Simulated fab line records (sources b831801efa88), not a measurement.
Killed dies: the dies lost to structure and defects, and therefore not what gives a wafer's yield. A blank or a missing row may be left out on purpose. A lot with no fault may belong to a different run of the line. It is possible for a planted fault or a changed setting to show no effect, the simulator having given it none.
Problem report, 8D (eight disciplines) form, completed by code || flow sky130 || the parts of the form that need people (team, actions taken, sign-off) are left out

1. WHAT IS WRONG
GATE_OXIDE_OXIDATION_00_THK at SKY_GATE_OXIDE_THK_MEAS_02 reads a mean of 5.67 nm on 9 wafers of 3 lots; wafers without a fault read 10.21 nm with a standard deviation of 0.19. That puts it -24 standard deviations away from the usual mean.
First seen on wafer L341.1, day 16 12:14, on film metro-01. At this step, 33 wafers from 11 lots have a number in the record. The rule behind "out" and "out of limits": a value lying over 4 standard deviations away from the usual mean. The rest of the wafers with a number are treated as sound.

2. WHAT IT IS, WHAT IT ISN'T
{"question": "which readings at this step", "is": "GATE_OXIDE_OXIDATION_00_THK", "is not": "-"}
{"question": "which lots", "is": "L341, L342, L343", "is not": "L331, L332, L337, L338, L339, L350, L353, L354"}
{"question": "which wafers of those lots", "is": "all that have a number", "is not": "-"}
{"question": "read on which gauges", "is": "film metro-01, film metro-04", "is not": "film metro-02"}
{"question": "when", "is": "from day 16 12:14", "is not": "up to then (15 sound wafers); but 9 sound wafers of L350, L353, L354 came after"}

3. WHAT RULES OUT EACH SUSPECT
Counting: a tool at any process step up to the reading remains a suspect when it ran all the lots that are out and ran no sound lot after the first of those.
- the gauge at SKY_GATE_OXIDE_THK_MEAS_02: ruled out. The wafers that are out were read on 2 gauges (film metro-01, film metro-04).
- furnace-01 at SKY_GATE_OXIDE_OXIDATION_01 (stabilise 600 s, purge 300 s, target thk 10.268 nm): kept. It ran every lot that is out, first L341 (day 16 10:50), and no sound lot after that; its last sound lot up to then is L339 (day 16 00:59).
The count leaves furnace-01 at SKY_GATE_OXIDE_OXIDATION_01.

4. THE CAUSE (what the simulator had put in)
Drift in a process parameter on furnace-01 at SKY_GATE_OXIDE_OXIDATION_01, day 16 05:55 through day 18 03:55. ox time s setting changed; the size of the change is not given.
Only this tool survived the counting.

5. THE CHAIN OF EFFECTS, in route order
Rows list readings where the struck wafers' mean (over those with a number) sits beyond 3 standard deviations from the usual. Readings are gone through only where the record gives a usual standard deviation; hours: the median, over the lots, of the time from a lot's start at the first step in this table giving one to that lot's start at this step; sigmas: the change measured in usual standard deviations.
{"hours": 0, "step": "SKY_GATE_OXIDE_THK_MEAS_02", "reading": "GATE_OXIDE_OXIDATION_00_THK", "usual": "10.21 nm", "on struck wafers": 5.67, "change": -4.54, "sigmas": -24}

6. HOW IT WOULD HAVE BEEN CAUGHT EARLIER
In this record the first reading out of limits at a measuring or inspecting step was taken at day 16 12:14, 6 hours after the fault began at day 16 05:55.
Tool readings at SKY_GATE_OXIDE_OXIDATION_01 with a usual standard deviation given in the record: none out on any struck wafer, hence no alarm at a limit of 4 standard deviations on them.
Among the 3 lots that are out, L342, L343 began SKY_GATE_OXIDE_OXIDATION_01 on furnace-01 after day 16 12:14. A hold on the tool at that time would have spared those 2.
